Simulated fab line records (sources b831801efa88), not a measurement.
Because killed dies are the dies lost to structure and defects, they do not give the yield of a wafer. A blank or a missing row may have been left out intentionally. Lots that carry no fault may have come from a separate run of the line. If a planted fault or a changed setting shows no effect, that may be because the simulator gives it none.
2 desks, one fault || flow sky130 || each desk has only its own numbers; what lay behind them comes last

## FOR THE TOOL OWNER'S DESK: implanter-04
SKY_LDD_HVP_IMPLANT_08, tool's own readings: per-lot mean of the sampled wafers with a number, covering each lot this tool ran. Any lot whose mean is over 4 standard deviations away from the usual mean is out of limits and marked OUT; that distance is given in the brackets.
Columns: A = doseIonsCm2 at SKY_LDD_HVP_IMPLANT_08, usual 1.6993e+13
{"lot": "L103", "first seen here": "day 22 06:05", "A": 1.7014e+13}
{"lot": "L106", "first seen here": "day 23 02:35", "A": 1.6992e+13}
{"lot": "L107", "first seen here": "day 23 14:46", "A": 1.6999e+13}
{"lot": "L108", "first seen here": "day 23 23:17", "A": 1.6986e+13}
{"lot": "L113", "first seen here": "day 26 22:40", "A": "1.6699e+13 (-15) OUT"}
{"lot": "L115", "first seen here": "day 27 02:40", "A": "1.6701e+13 (-15) OUT"}
This desk's verdict: out of limits on L113, L115, starting with L113 at day 26 22:40 (doseIonsCm2 at SKY_LDD_HVP_IMPLANT_08). Within limits: L103, L106, L107, L108.

## FROM THE METROLOGY DESK
What the gauges read, lot by lot, whatever tool the lot ran on: means of the sampled wafers that have a number. Any lot whose mean is over 4 standard deviations away from the usual mean is out of limits and marked OUT; that distance is given in the brackets.
Columns: A = LDD_P_OVL at SKY_LDD_P_OVL_MEAS_08, usual -0.6 nm; B = SPACER_CVD_00_THK at SKY_SPACER_THK_MEAS_01, usual 43.4 nm
{"lot": "L101", "first seen here": "day 18 18:53", "A": -2.4, "B": 43.1}
{"lot": "L102", "first seen here": "day 18 21:26", "A": 1.7, "B": 44.1}
{"lot": "L103", "first seen here": "day 19 18:27", "A": -2.1, "B": 43.4}
{"lot": "L104", "first seen here": "day 19 18:38", "A": -1.7, "B": 43.2}
{"lot": "L106", "first seen here": "day 20 13:52", "A": -0.0, "B": 43.3}
{"lot": "L107", "first seen here": "day 21 01:38", "A": 1.6, "B": 43.1}
{"lot": "L108", "first seen here": "day 21 11:06", "A": 0.6, "B": 42.5}
{"lot": "L110", "first seen here": "day 23 10:55", "A": -0.8, "B": 43.2}
{"lot": "L113", "first seen here": "day 24 10:53", "A": -1.4, "B": 43.2}
{"lot": "L115", "first seen here": "day 24 15:50", "A": 0.5, "B": 43.4}
{"lot": "L119", "first seen here": "day 25 07:02", "A": -0.1, "B": 43.6}
{"lot": "L122", "first seen here": "day 26 19:53", "A": -1.3, "B": 42.6}
{"lot": "L124", "first seen here": "day 27 02:26", "A": -0.9, "B": 43.3}
Finding of this desk: none of the 13 lots has anything out of limits.

## PUT TOGETHER
The tool owner's desk could have raised an alarm at day 26 22:40, on L113, L115.
Nothing out of limits was seen by the metrology desk.
The metrology desk has L113, L115 on record, within its limits.
Every lot named ran SKY_LDD_HVP_IMPLANT_08 on implanter-04.

## WHAT WAS PUT IN BY THE SIMULATOR
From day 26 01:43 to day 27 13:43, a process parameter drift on implanter-04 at SKY_LDD_HVP_IMPLANT_08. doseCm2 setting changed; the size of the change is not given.
Lots struck among those shown: L113, L115.
Hours from the fault's start to each desk's first reading out of limits: the tool owner's desk, 21.
